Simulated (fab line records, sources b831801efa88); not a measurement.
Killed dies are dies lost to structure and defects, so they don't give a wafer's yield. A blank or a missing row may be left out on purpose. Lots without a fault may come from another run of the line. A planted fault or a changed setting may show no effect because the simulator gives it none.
Which tool did it? | flow sky130 | 6 lots, 18 wafers sampled, at 1 step of a route of 708

WHAT THE GAUGES READ, wafer by wafer
SKY_VT_ADJUST_HVTP_OVL_MEAS_08.
lot  | measured     | on         | VT_ADJUST_HVTP_OVL (nm)
L931 | day 7 01:42  | overlay-01 | -3.0 -2.3 -0.1
L934 | day 7 21:05  | overlay-01 | -3.9 -1.7 -3.3
L937 | day 8 17:57  | overlay-01 | 0.1 0.2 -1.8
L944 | day 10 11:42 | overlay-01 | -0.8 -2.8 -0.9
L948 | day 11 11:28 | overlay-01 | -1.9 -1.9 0.0
L950 | day 12 03:39 | overlay-02 | -0.1 0.4 0.6

WHICH TOOL RAN EACH LOT (tool, then ch and the chambers of the sampled wafers, then the start)
The record holds no process step before these readings.

THE ANSWER, worked out from the rows above alone
Rule: what is usual is taken from the lots themselves. Put in order of their means at a reading, lots are off if they are a third of the lots or fewer, leave a main group of 4 or more, and stand apart from it by a gap of 3 or more times the standard deviation of the main group's means; of several such gaps the widest counts. A main group whose means are all the same, to the digits that the tables above print for the reading, isn't used. A lot without any number at a reading at which 4 lots or more have one is off too. The other lots that the step has rows for count as sound.
No lot is off at any reading shown: from this, nothing can be told.

WHAT THE SIMULATOR HAD PUT IN
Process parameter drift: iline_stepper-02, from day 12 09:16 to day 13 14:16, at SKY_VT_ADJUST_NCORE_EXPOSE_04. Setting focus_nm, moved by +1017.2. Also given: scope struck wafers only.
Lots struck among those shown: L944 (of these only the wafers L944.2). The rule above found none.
